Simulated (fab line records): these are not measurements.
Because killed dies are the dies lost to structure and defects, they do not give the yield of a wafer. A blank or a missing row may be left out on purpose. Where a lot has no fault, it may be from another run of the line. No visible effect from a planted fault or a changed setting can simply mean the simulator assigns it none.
Chamber matching | flow gf180mcu | 4 sister chambers for GF_V4_CMP_26 on cmp-02
The step polishes, stops on SiO2, t overpolish 15 s, target thk 0 nm. 4 wafers are shown with their chamber, then 7 later ones without.

## WAFERS, EACH WITH ITS CHAMBER
wafer  | chamber | timeToEndpointS (s)
L284.2 | 3       | 91
L284.5 | 1       | 87
L288.3 | 0       | 94
L288.4 | 2       | 85

## WAFERS WHOSE CHAMBER IS MISSING
wafer  | timeToEndpointS (s)
L288.6 | 89
L289.1 | 79
L289.4 | 90
L289.5 | 92
L290.2 | 85
L290.4 | 88
L290.6 | 82

## EACH ONE'S CHAMBER
wafer  | from the rows above               | in truth
L288.6 | can't be placed: 1 or 3 or 2 or 0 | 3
L289.1 | can't be placed: 2 or 1           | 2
L289.4 | can't be placed: 3 or 1 or 0 or 2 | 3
L289.5 | can't be placed: 3 or 0 or 1      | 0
L290.2 | can't be placed: 2 or 1           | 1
L290.4 | can't be placed: 1 or 2 or 3 or 0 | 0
L290.6 | can't be placed: 2 or 1           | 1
Placed correctly: 0 of 7. These rows do not allow placing 7 (true chamber among the candidates in 7). 0 placed wrongly.
How it was worked out, from the rows above alone: a wafer's distance from a chamber is the root of the sum, over the readings, of the square of ((its reading less the chamber's mean) divided by the reading's scatter). If the next closest chamber is less than 2 further off than the closest, the wafer can't be placed; otherwise it belongs to the closest. A chamber's mean is the mean of its shown wafers. The scatter: with one shown wafer a chamber, the root of the mean of the squares of how far each hidden wafer lies from its nearest shown one.
